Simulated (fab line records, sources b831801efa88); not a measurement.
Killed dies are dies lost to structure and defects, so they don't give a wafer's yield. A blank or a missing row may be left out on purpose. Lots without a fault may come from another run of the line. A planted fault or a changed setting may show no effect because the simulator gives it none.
Which tool did it? | flow sky130 | 12 lots, 36 wafers sampled, at 4 steps of a route of 708

WHAT THE GAUGES READ, wafer by wafer
SKY_VT_ADJUST_HVTR_OVL_MEAS_08.
lot  | measured     | on         | VT_ADJUST_HVTR_OVL (nm)
L188 | day 10 08:20 | overlay-02 | 1.0 0.3 1.2
L189 | day 10 11:22 | overlay-02 | 0.6 0.2 0.3
L190 | day 11 00:19 | overlay-01 | -0.6 1.3 0.5
L191 | day 11 09:46 | overlay-01 | 2.5 3.0 0.5
L192 | day 11 15:01 | overlay-02 | 3.6 2.9 3.8
L194 | day 12 08:10 | overlay-02 | 0.4 -0.7 -2.3
L195 | day 12 11:40 | overlay-01 | -0.8 1.3 1.1
L197 | day 13 00:46 | overlay-02 | -0.3 -1.1 0.0
L198 | day 13 11:10 | overlay-01 | 2.0 0.5 1.7
L199 | day 13 22:50 | overlay-02 | 1.7 1.5 1.1
L208 | day 16 09:52 | overlay-02 | 0.2 -0.7 -0.8
L207 | day 16 13:55 | overlay-01 | -1.6 -1.3 -1.3

SKY_SONOS_ONO_THK_MEAS_03.
lot  | measured     | on            | SONOS_ONO_CVD_02_THK (nm)
L188 | day 12 12:50 | film_metro-04 | 10.38 10.36 10.35
L189 | day 12 15:43 | film_metro-04 | 10.13 10.16 10.13
L190 | day 13 03:52 | film_metro-01 | 10.44 10.41 10.45
L191 | day 13 17:56 | film_metro-03 | 10.34 10.30 10.44
L192 | day 13 20:20 | film_metro-03 | 10.58 10.36 10.30
L194 | day 14 16:15 | film_metro-04 | 10.31 10.30 10.41
L195 | day 14 20:17 | film_metro-03 | 10.57 10.49 10.53
L197 | day 15 08:37 | film_metro-01 | 10.68 10.51 10.68
L198 | day 15 19:41 | film_metro-03 | 11.29 11.59 11.90
L199 | day 16 10:40 | film_metro-01 | 10.84 11.08 11.91
L208 | day 19 00:34 | film_metro-03 | 10.42 10.37 10.38
L207 | day 19 06:32 | film_metro-03 | 10.22 10.32 10.45

SKY_SONOS_ONO_CD_MEAS_13: target cd 410 nm.
lot  | measured     | on        | cd_nm (nm)
L188 | day 13 15:23 | cd_sem-01 | 408.5 408.1 408.2
L189 | day 13 19:10 | cd_sem-01 | 408.8 407.4 409.1
L190 | day 14 05:50 | cd_sem-01 | 406.7 406.3 404.5
L191 | day 14 21:10 | cd_sem-01 | 408.0 410.0 409.1
L192 | day 15 00:11 | cd_sem-01 | 407.7 407.8 405.2
L194 | day 15 20:51 | cd_sem-02 | 406.5 406.2 405.6
L195 | day 16 01:51 | cd_sem-02 | 411.1 408.2 410.9
L197 | day 16 14:07 | cd_sem-01 | 408.7 409.9 407.1
L198 | day 17 00:59 | cd_sem-01 | 405.3 404.3 403.1
L199 | day 17 17:19 | cd_sem-02 | 411.3 413.5 411.6
L208 | day 20 08:12 | cd_sem-01 | 409.4 409.2 407.7
L207 | day 20 14:46 | cd_sem-01 | 417.1 416.8 415.4

WHICH TOOL RAN EACH LOT (tool, then ch and the chambers of the sampled wafers, then the start)
lot  | SKY_SONOS_ONO_CVD_02
L188 | lpcvd-02 ch 0, day 12 11:47
L189 | lpcvd-02 ch 0, day 12 14:40
L190 | lpcvd-02 ch 1, day 13 02:49
L191 | lpcvd-02 ch 1, day 13 16:52
L192 | lpcvd-02 ch 0, day 13 19:17
L194 | lpcvd-02 ch 1, day 14 15:12
L195 | lpcvd-02 ch 1, day 14 19:14
L197 | lpcvd-02 ch 1, day 15 07:33
L198 | lpcvd-02 ch 1, day 15 18:37
L199 | lpcvd-02 ch 1, day 16 09:37
L208 | lpcvd-02 ch 1, day 18 23:31
L207 | lpcvd-02 ch 0, day 19 05:29
- SKY_SONOS_ONO_CVD_02: deposits Si3N4 from DCS/NH3, target thk 10.5 nm, time 180 s.

WHAT THE TOOLS THEMSELVES READ (means of the sampled wafers that have a number; where no wafer has one, the mark that the record gives instead)
SKY_SONOS_ONO_CVD_02.
lot  | tool     | spike_tc_centre_C (C) | spike_tc_upper_C (C) | zone_power_centre_pct (%) | zone_power_lower_pct (%) | zone_power_upper_pct (%)
L188 | lpcvd-02 | 771.7                 | 771.5                | 14.4                      | 14.6                     | 12.75
L189 | lpcvd-02 | 771.1                 | 771.4                | 14.3                      | 14.6                     | 12.86
L190 | lpcvd-02 | 771.0                 | 770.6                | 15.4                      | 12.2                     | 13.23
L191 | lpcvd-02 | 772.7                 | 771.7                | 15.5                      | 12.2                     | 13.32
L192 | lpcvd-02 | 771.5                 | 770.7                | 14.2                      | 14.4                     | 12.83
L194 | lpcvd-02 | 771.6                 | 770.0                | 15.4                      | 12.2                     | 13.31
L195 | lpcvd-02 | 773.3                 | 769.4                | 15.4                      | 12.2                     | 13.41
L197 | lpcvd-02 | 771.4                 | 770.6                | 15.5                      | 12.2                     | 13.30
L198 | lpcvd-02 | 793.1                 | 767.8                | 21.5                      | 9.5                      | 10.57
L199 | lpcvd-02 | 791.7                 | 768.0                | 21.7                      | 9.5                      | 10.53
L208 | lpcvd-02 | 772.1                 | 770.4                | 15.5                      | 12.2                     | 13.23
L207 | lpcvd-02 | 771.7                 | 769.5                | 14.4                      | 14.5                     | 13.03

THE ANSWER, worked out from the rows above alone
Rule: what is usual is taken from the lots themselves. Put in order of their means at a reading, lots are off if they are a third of the lots or fewer, leave a main group of 4 or more, and stand apart from it by a gap of 3 or more times the standard deviation of the main group's means; of several such gaps the widest counts. A main group whose means are all the same, to the digits that the tables above print for the reading, isn't used. A lot without any number at a reading at which 4 lots or more have one is off too. The other lots that the step has rows for count as sound. The gauges are gone through in route order, then the tools' own readings, and for those a lot's mean is taken as printed above. The first step at which some lot is off is used, and at that step the reading that is off furthest; a lot without a number counts as furthest.
Off: L198, L199, at SKY_SONOS_ONO_THK_MEAS_03 (SONOS_ONO_CVD_02_THK). The main group: mean 10.39 nm, standard deviation 0.12.
A tool fits if, at a process step before that reading, it ran every lot that is off, and no sound lot after the first of them. The gauges at SKY_SONOS_ONO_THK_MEAS_03 aren't tried: what is off there is off at SKY_SONOS_ONO_CVD_02 too, on other tools, and a gauge's error can't cause that. None of those tried fits.

WHAT THE SIMULATOR HAD PUT IN
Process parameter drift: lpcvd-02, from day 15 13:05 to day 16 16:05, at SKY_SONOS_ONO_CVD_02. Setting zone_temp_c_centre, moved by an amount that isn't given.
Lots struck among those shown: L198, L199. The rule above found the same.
